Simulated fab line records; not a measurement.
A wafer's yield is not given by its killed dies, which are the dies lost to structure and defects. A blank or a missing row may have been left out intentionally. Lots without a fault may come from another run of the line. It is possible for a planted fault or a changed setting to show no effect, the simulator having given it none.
A lot that was struck, set against a sound lot + flow sky130 + 15 out of 708 route steps
Sound: these wafers, L631.1, L631.2, L631.3. The struck wafers were L644.1, L644.2, L644.6. The cause is named last.
Order at every step that has rows: each side's tool, ch and its chambers, its first start. Under that, the readings that differ: sound wafers + struck wafers + difference of the means + sigmas: that difference in standard deviations of wafers without a fault.
alike: words and numbers the same on both sides, and readings whose means are apart by under 2 such deviations; not compared: readings that were withheld, readings missing a value for some wafer, numbers with overlapping values and no deviation given by the record, and bounds like >300 which may hide the same value.
The two part at a step that has a row with sigmas, a row that says differs or no value, or rows on one side only. When numbers do not overlap yet have no deviation, they are printed without sigmas and do not part them. A reading missing from all wafers of one side parts the sides only when that side holds two or more wafers.

first, 5 steps without rows for these wafers: SKY_SONOS_TUNNEL_COAT_02 (resist thk 1140 nm); SKY_SONOS_TUNNEL_SOFTBAKE_03 (time 60 s); SKY_SONOS_TUNNEL_EXPOSE_04 (exposes mask TUNM, target cd 410 nm); SKY_SONOS_TUNNEL_PEB_05; SKY_SONOS_TUNNEL_DEVELOP_06 (develop time 60 s).
SKY_SONOS_TUNNEL_CD_MEAS_07 targets a cd of 410 nm.
  sound on cdSem-01, day 11 18:49; struck on cdSem-02, day 15 15:59
| reading   | sound             | struck            | difference | sigmas |
|-----------|-------------------|-------------------|------------|--------|
| cdNm (nm) | 414.7 414.6 416.1 | 407.0 412.1 406.0 | -6.8       | -3     |
SKY_SONOS_TUNNEL_OVL_MEAS_08:
  sound on overlay-01, day 11 18:56; struck on overlay-01, day 15 16:06
| reading               | sound        | struck         | difference | sigmas |
|-----------------------|--------------|----------------|------------|--------|
| SONOS_TUNNEL_OVL (nm) | -0.1 1.6 2.1 | -1.4 -0.7 -2.0 | -2.6       | -2     |
then, 3 steps without rows for these wafers: SKY_SONOS_TUNNEL_IMPLANT_09; SKY_SONOS_TUNNEL_WET_ETCH_10 (etches SiO2 in dHF, target depth 14 nm, time 280 s); SKY_SONOS_TUNNEL_STRIP_11 (strips in SPM, time 600 s).
SKY_SONOS_TUNNEL_TW_MEAS_12:
  sound on filmMetro-03, day 11 19:23; struck on filmMetro-03, day 15 16:32
  alike: SONOS_TUNNEL_TW
then, 1 step without rows for these wafers: SKY_SONOS_TUNNEL_CLEAN_13 (cleans in dHF, time 20 s).
-- the record jumps here: 3 days lie between the struck wafers' starts before and after (it left off in module SONOS_TUNNEL and takes up again in module SONOS_ONO, whose first step shown is number 168 of the route) --
SKY_SONOS_ONO_OXIDATION_00: stabilise 600 s, purge 300 s, target thk 2.6 nm.
  sound on furnace-01 ch 0, day 12 00:35; struck on furnace-01 ch 0, day 18 05:31
| reading                                         | sound             | struck            | difference | sigmas |
|-------------------------------------------------|-------------------|-------------------|------------|--------|
| model.SiO2_of_SONOS_ONO_OXIDATION_00.thkNm (nm) | 2.625 2.659 2.613 | 2.508 2.577 2.539 | -0.091     |        |
  alike: spikeTcTopC, zonePowerLowerPct, zonePowerTopPct, zonePowerUpperPct
SKY_SONOS_ONO_THK_MEAS_01:
  sound on filmMetro-03, day 12 01:56; struck on filmMetro-01, day 18 06:52
  alike: SONOS_ONO_OXIDATION_THK
-- the record jumps here: 33 days lie between the struck wafers' starts before and after (it left off in module SONOS_ONO and takes up again in module PAD_OPEN, whose first step shown is number 708 of the route) --
SKY_PAD_OPEN_PROBE_99:
  sound on prober-02, day 46 09:14; struck on prober-01, day 51 14:04
| reading                        | sound                | struck               | difference | sigmas |
|--------------------------------|----------------------|----------------------|------------|--------|
| model.etest.capOno.gateBvV (V) | 15.91 16.54 16.17    | 15.53 15.32 15.37    | -0.80      |        |
| model.etest.sonosBaked.vtV (V) | 0.9997 0.9648 0.9097 | 0.8167 0.8164 0.8236 | -0.1392    |        |
  alike: killed_at_M0_to_M3, killed_at_M4_up, killedAtContacts, killedAtFrontEnd, killedAtOther, killedDies, killedOpen, killedShort
  not compared: model.etest.sonosBaked.vtLessV

WHERE THEY PART
Last at SKY_SONOS_TUNNEL_OVL_MEAS_08 as far as this record goes, first at SKY_SONOS_TUNNEL_CD_MEAS_07. Later steps at which nothing parts them and some readings are alike: SKY_SONOS_TUNNEL_TW_MEAS_12, SKY_SONOS_ONO_OXIDATION_00, SKY_SONOS_ONO_THK_MEAS_01, SKY_PAD_OPEN_PROBE_99.

WHY: the cause the simulator had injected
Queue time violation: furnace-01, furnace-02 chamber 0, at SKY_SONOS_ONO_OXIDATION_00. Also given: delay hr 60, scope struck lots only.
